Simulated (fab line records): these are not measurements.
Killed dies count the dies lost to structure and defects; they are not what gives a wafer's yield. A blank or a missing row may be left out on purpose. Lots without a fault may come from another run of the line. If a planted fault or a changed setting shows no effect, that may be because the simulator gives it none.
The same fault as seen by 2 desks    flow gf180mcu    each desk has only its own numbers; what lay behind them comes last

== TOOL OWNER'S DESK, krf_scanner-01 ==
The tool's own readings at GF_CONTACT_EXPOSE_11 (exposes mask Contact, target cd 220 nm): means of the sampled wafers that have a number, for each lot that ran on this tool. A lot is out of limits, marked OUT, if its mean lies more than 4 standard deviations from the usual mean; the brackets give that distance.
Columns: A = exposure_dose_mJ_cm2 at GF_CONTACT_EXPOSE_11, usual 38.01
lot   first seen here  A
L435  day 16 04:01     38.00
L436  day 16 12:56     38.03
L440  day 17 17:07     38.02
L443  day 18 21:24     37.98
L448  day 20 16:08     46.97 (+99 or more) OUT
L449  day 21 02:01     47.03 (+99 or more) OUT
L452  day 21 22:41     43.74 (+99 or more) OUT
L454  day 22 16:40     43.19 (+99 or more) OUT
This desk's finding: out of limits on L448, L449, L452, L454; first on L448, day 20 16:08 (exposure_dose_mJ_cm2 at GF_CONTACT_EXPOSE_11). L435, L436, L440, L443: within limits.

== FROM THE METROLOGY DESK ==
Means of the sampled wafers that have a number, per lot and without regard to the tool the lot ran on: this is what the gauges read. A lot is out of limits, marked OUT, if its mean lies more than 4 standard deviations from the usual mean; the brackets give that distance.
Columns: A = cd_nm at GF_CONTACT_CD_MEAS_14, usual 219.9 nm; B = V3_CVD_02_THK at GF_V3_THK_MEAS_03, usual 849 nm; C = V5_CVD_02_THK at GF_V5_THK_MEAS_03, usual 1452 nm
lot   first seen here  A                B    C
L435  day 16 15:33     221.9            857  1447
L436  day 17 00:39     218.1            848  1458
L439  day 17 19:22     220.4            847  1461
L440  day 18 04:47     220.9            837  1462
L441  day 18 17:08     219.2            839  1455
L442  day 19 04:31     220.1            843  1462
L443  day 19 09:09     218.4            854  1446
L444  day 19 15:48     219.3            849  1436
L448  day 21 03:57     253.7 (+26) OUT  848  1451
L449  day 21 13:52     253.6 (+26) OUT  856  1453
L450  day 21 23:33     222.7            852  1465
L452  day 22 09:58     241.5 (+17) OUT  848  1440
L454  day 23 04:14     240.6 (+16) OUT  858  1453
L457  day 24 03:15     221.4            849  1455
This desk's finding: out of limits on L448, L449, L452, L454; first on L448, day 21 03:57 (cd_nm at GF_CONTACT_CD_MEAS_14). L435, L436, L439, L440, L441, L442, L443, L444, L450, L457: within limits.

== ALL TOGETHER ==
On L448, L449, L452, L454, at day 20 16:08, an alarm was possible from the tool owner's desk.
On L448, L449, L452, L454, the metrology desk was in a position to raise an alarm at day 21 03:57.
Of the lots named, all ran GF_CONTACT_EXPOSE_11 on krf_scanner-01.

== WHAT THE SIMULATOR PUT IN ==
Process parameter drift: krf_scanner-01, from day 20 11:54 on, at GF_CONTACT_EXPOSE_11. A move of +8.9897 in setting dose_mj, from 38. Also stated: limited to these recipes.
Shown lots that were struck: L448, L449, L452, L454.
Hours from the fault's start to each desk's first reading out of limits: the tool owner's desk, 4; the metrology desk, 16.
